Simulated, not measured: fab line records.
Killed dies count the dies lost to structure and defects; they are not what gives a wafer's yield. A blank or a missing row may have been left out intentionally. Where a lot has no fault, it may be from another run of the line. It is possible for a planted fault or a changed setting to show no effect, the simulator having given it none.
Which of the tools did it? ; flow sky130 ; 11 lots, 33 wafers sampled, at 3 steps of a route of 708

## WHAT THE GAUGES READ, wafer by wafer
SKY_PASSIVATION_THK_MEAS_03. Usual: PASSIVATION_CVD_02_THK 539 nm, standard deviation 6.7.
lot;measured;on;PASSIVATION_CVD_02_THK (nm);flag
L216;day 45 04:53;filmMetro-04;535 536 544;
L217;day 45 17:14;filmMetro-02;534 538 548;
L218;day 45 17:02;filmMetro-04;535 536 544;
L219;day 46 03:02;filmMetro-02;523 537 548;
L220;day 46 07:27;filmMetro-02;529 540 535;
L221;day 46 14:04;filmMetro-04;530 541 545;
L231;day 48 18:28;filmMetro-03;533 545 544;
L232;day 49 01:26;filmMetro-03;540 543 538;
L233;day 49 03:22;filmMetro-02;545 543 549;
L234;day 49 12:13;filmMetro-02;532 539 549;
L235;day 49 15:20;filmMetro-02;541 537 546;

## WHICH TOOL RAN EACH LOT (tool, then ch and the chambers of the sampled wafers, then the start)
lot;SKY_METAL2_METAL_ETCH_19;SKY_VIA4_SPUTTER_17
L216;rieMetal-04 ch 0,1, day 36 13:20;pvdSputter-02, day 44 04:20
L217;rieMetal-04 ch 0,1, day 37 00:42;pvdSputter-03, day 44 16:29
L218;rieMetal-04 ch 0,1, day 37 02:02;pvdSputter-02, day 44 16:45
L219;rieMetal-02 ch 0, day 37 11:06;pvdSputter-04, day 45 02:54
L220;rieMetal-04 ch 0,1, day 37 21:38;pvdSputter-04, day 45 07:49
L221;rieMetal-04 ch 0,1, day 38 01:42;pvdSputter-02, day 45 15:00
L231;rieMetal-04 ch 0,1, day 40 17:54;pvdSputter-03, day 47 20:01
L232;rieMetal-04 ch 0,1, day 41 05:46;pvdSputter-03, day 48 03:50
L233;rieMetal-02 ch 1, day 41 08:21;pvdSputter-02, day 48 05:40
L234;rieMetal-02 ch 1, day 41 18:58;pvdSputter-03, day 48 15:24
L235;rieMetal-03 ch 0,1, day 41 23:18;pvdSputter-04, day 48 18:32
- SKY_METAL2_METAL_ETCH_19: etches the open film in Cl2/BCl3, stops on SiO2, target depth 360 nm, time 78 s.
- SKY_VIA4_SPUTTER_17: material TiN, target thk 20 nm, time 80 s.

## AS READ BY THE TOOLS THEMSELVES (means over the sampled wafers that have a number; for cases with no such wafer, the mark the record gives instead)
SKY_METAL2_METAL_ETCH_19. Usual: drypumpMotorCurrentA 5.9 A, standard deviation 0.46; oesProductAu 0.854 a.u., standard deviation 0.0062; throttleValvePct 22.263 %, standard deviation 0.0099.
lot;tool;drypumpMotorCurrentA (A);oesProductAu (a.u.);throttleValvePct (%);flag
L216;rieMetal-04;5.8;0.853;22.265;
L217;rieMetal-04;6.0;0.854;22.261;
L218;rieMetal-04;5.8;0.857;22.256;
L219;rieMetal-02;6.1;0.860;22.262;
L220;rieMetal-04;6.0;0.847;22.268;
L221;rieMetal-04;6.1;0.853;22.250;
L231;rieMetal-04;5.8;0.844;22.260;
L232;rieMetal-04;6.0;0.860;22.264;
L233;rieMetal-02;6.3;0.854;22.273;
L234;rieMetal-02;6.2;0.853;22.270;
L235;rieMetal-03;5.1;0.854;22.263;

SKY_VIA4_SPUTTER_17. Usual: throttleValvePct at 30.2 %, with a standard deviation of 0.86.
lot;tool;throttleValvePct (%);flag
L216;pvdSputter-02;29.6;
L217;pvdSputter-03;30.7;
L218;pvdSputter-02;30.1;
L219;pvdSputter-04;30.6;
L220;pvdSputter-04;30.6;
L221;pvdSputter-02;29.7;
L231;pvdSputter-03;29.7;
L232;pvdSputter-03;29.9;
L233;pvdSputter-02;30.3;
L234;pvdSputter-03;29.5;
L235;pvdSputter-04;31.0;

## THE ANSWER, worked out from the rows above alone
Rule: a lot is off if the mean of its wafers that have a number lies more than 3 standard deviations from the usual mean. Also off: a lot with no number at a reading for which 4 or more lots have one. Where the step has rows for the other lots, those lots are counted as sound. After the gauges, taken in route order, come the tools' own readings; for these a lot's mean is taken, as printed above. At the first step where some lot is off, the reading lying furthest off is the one used; lots without a number count as furthest.
Across all readings shown, no lot is off: no conclusion can be drawn from this.

## WHAT THE SIMULATOR HAD INSERTED
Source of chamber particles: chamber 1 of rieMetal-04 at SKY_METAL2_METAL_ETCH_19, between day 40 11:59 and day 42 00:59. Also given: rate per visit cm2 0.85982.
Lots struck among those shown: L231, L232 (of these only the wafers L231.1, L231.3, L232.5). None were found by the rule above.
